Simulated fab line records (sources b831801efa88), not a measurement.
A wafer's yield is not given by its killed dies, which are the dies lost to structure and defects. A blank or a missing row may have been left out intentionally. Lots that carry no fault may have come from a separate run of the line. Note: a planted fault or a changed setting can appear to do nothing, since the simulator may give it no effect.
Matching of chambers | flow sfq_line | SFQ_TRILAYER_I7_VIA_BARC_OPEN_VIA_ETCH_260 on rie_diel-03 has 4 sister chambers
The step etches BARC in O2, target depth 125 nm, time 41.7 s. 8 wafers are shown with their chamber, then 7 later ones without.

## WAFERS WITH THEIR CHAMBER
wafer  | chamber | drypump_motor_current_A (A) | oes_product_au (a.u.)
L191.6 | 3       | 5.7                         | 0.685
L196.1 | 3       | 5.7                         | 0.685
L196.6 | 1       | 5.6                         | 0.688
L202.1 | 2       | 5.4                         | 0.690
L202.3 | 1       | 5.5                         | 0.684
L202.6 | 0       | 6.3                         | 0.684
L204.1 | 0       | 6.3                         | 0.685
L204.2 | 2       | 5.4                         | 0.682

## WAFERS WITH NO CHAMBER GIVEN
wafer  | drypump_motor_current_A (A) | oes_product_au (a.u.)
L204.3 | 5.5                         | 0.685
L209.1 | 5.5                         | 0.689
L209.3 | 5.5                         | 0.678
L209.6 | 5.6                         | 0.685
L210.2 | 5.6                         | 0.686
L210.3 | 5.4                         | 0.685
L210.5 | 6.3                         | 0.689

## WHICH CHAMBER EACH WENT THROUGH
wafer  | from the rows above     | in truth
L204.3 | can't be placed: 1 or 2 | 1
L209.1 | can't be placed: 1 or 2 | 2
L209.3 | can't be placed: 1 or 2 | 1
L209.6 | can't be placed: 1 or 3 | 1
L210.2 | can't be placed: 1 or 3 | 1
L210.3 | 2                       | 2
L210.5 | 0                       | 0
Placed correctly: 2 of 7. Cannot be placed on the basis of these rows: 5; the candidates contain the true chamber in 5. Wrongly placed: 0.
How it was worked out, from the rows above alone: a wafer's distance from a chamber is the root of the sum, over the readings, of the square of ((its reading less the chamber's mean) divided by the reading's scatter). If the next closest chamber is less than 2 further off than the closest, the wafer can't be placed; otherwise it belongs to the closest. For every chamber, the mean is computed from those of its wafers that are shown. The scatter is the square root of a quotient: the sum, over the shown wafers, of each reading's squared deviation from its chamber's mean, divided by wafers minus chambers.
